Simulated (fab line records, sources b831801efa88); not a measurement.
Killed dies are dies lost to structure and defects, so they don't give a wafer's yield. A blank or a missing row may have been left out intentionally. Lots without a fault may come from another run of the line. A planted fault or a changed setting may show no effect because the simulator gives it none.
A struck lot beside a sound one || flow gf180mcu || 15 steps out of a route of 602
Sound: these wafers, L233.2, L233.4, L233.5. Struck: wafers L236.1, L236.2, L236.4. Last of all comes the cause.
Each step with rows lists, per side, the tool, then ch with its chambers, then its first start. Under that, the readings that differ: sound wafers || struck wafers || difference of the means || sigmas: that difference in standard deviations of wafers without a fault.
alike: words and numbers the same on both sides, and readings whose means are apart by under 2 such deviations; not compared: readings that were withheld, readings missing a value for some wafer, numbers with overlapping values and no deviation given by the record, and bounds like >300 which may hide the same value.
The two part at a step that has a row with sigmas, a row that says differs or no value, or rows on one side only. Numbers that have no deviation but don't overlap get no sigmas and don't part them. A reading missing from all wafers of one side parts the sides only when that side holds two or more wafers.

first, 1 step without rows for these wafers: GF_LVPWELL_DEVELOP_06 (develop time 60 s).
GF_LVPWELL_OVL_MEAS_07:
  sound on overlay-01 at day 7 18:16; struck on overlay-02 at day 8 07:28
  alike: LVPWELL_OVL
then, 2 steps without rows for these wafers: GF_LVPWELL_IMPLANT_08; GF_LVPWELL_IMPLANT_09.
GF_LVPWELL_STRIP_10: strips in O2/N2.
  sound on plasmaAsher-04 ch 0,1, day 7 18:36; struck on plasmaAsher-02 ch 0,1, day 8 07:48
  alike: drypumpMotorCurrentA, heaterPowerW, n2FlowSccm, oesProductAu, stripTimeToEndpointS
  not compared: rfHoursCounterH
GF_LVPWELL_TW_MEAS_11:
  sound on filmMetro-02 at day 7 18:43; struck on filmMetro-02 at day 8 07:54
  alike: LVPWELL_TW
then, 6 steps without rows for these wafers: GF_MVSD_DEHYDRATE_00 (time 60 s); GF_MVSD_HMDS_01 (prime time 60 s); GF_MVSD_COAT_02 (resist thk 3000 nm); GF_MVSD_SOFTBAKE_03; GF_MVSD_EXPOSE_04 (exposes mask MVSD, target cd 1000 nm); GF_MVSD_PEB_05.
GF_MVSD_DEVELOP_06: develop time 60 s.
  sound on lithoTrack-03 ch 0, day 8 10:00; struck on lithoTrack-03 ch 0, day 9 00:00
{"reading": "developerTempC (C)", "sound": "23.00 23.04 23.03", "struck": "22.07 22.06 22.26", "difference": -0.89, "sigmas": -9}
GF_MVSD_OVL_MEAS_07:
  sound on overlay-01 at day 8 10:34; struck on overlay-02 at day 9 00:31
  alike: MVSD_OVL
following that, these wafers have no rows for 1 step: GF_PASSIVATION_PROBE_99.

== WHERE THEY PART ==
At GF_MVSD_DEVELOP_06 and nowhere else, as far as this record goes. Later steps at which nothing parts them and some readings are alike: GF_MVSD_OVL_MEAS_07.

WHY: what the simulator had put in
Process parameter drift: lithoTrack-03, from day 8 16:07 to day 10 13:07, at GF_MVSD_DEVELOP_06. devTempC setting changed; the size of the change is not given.
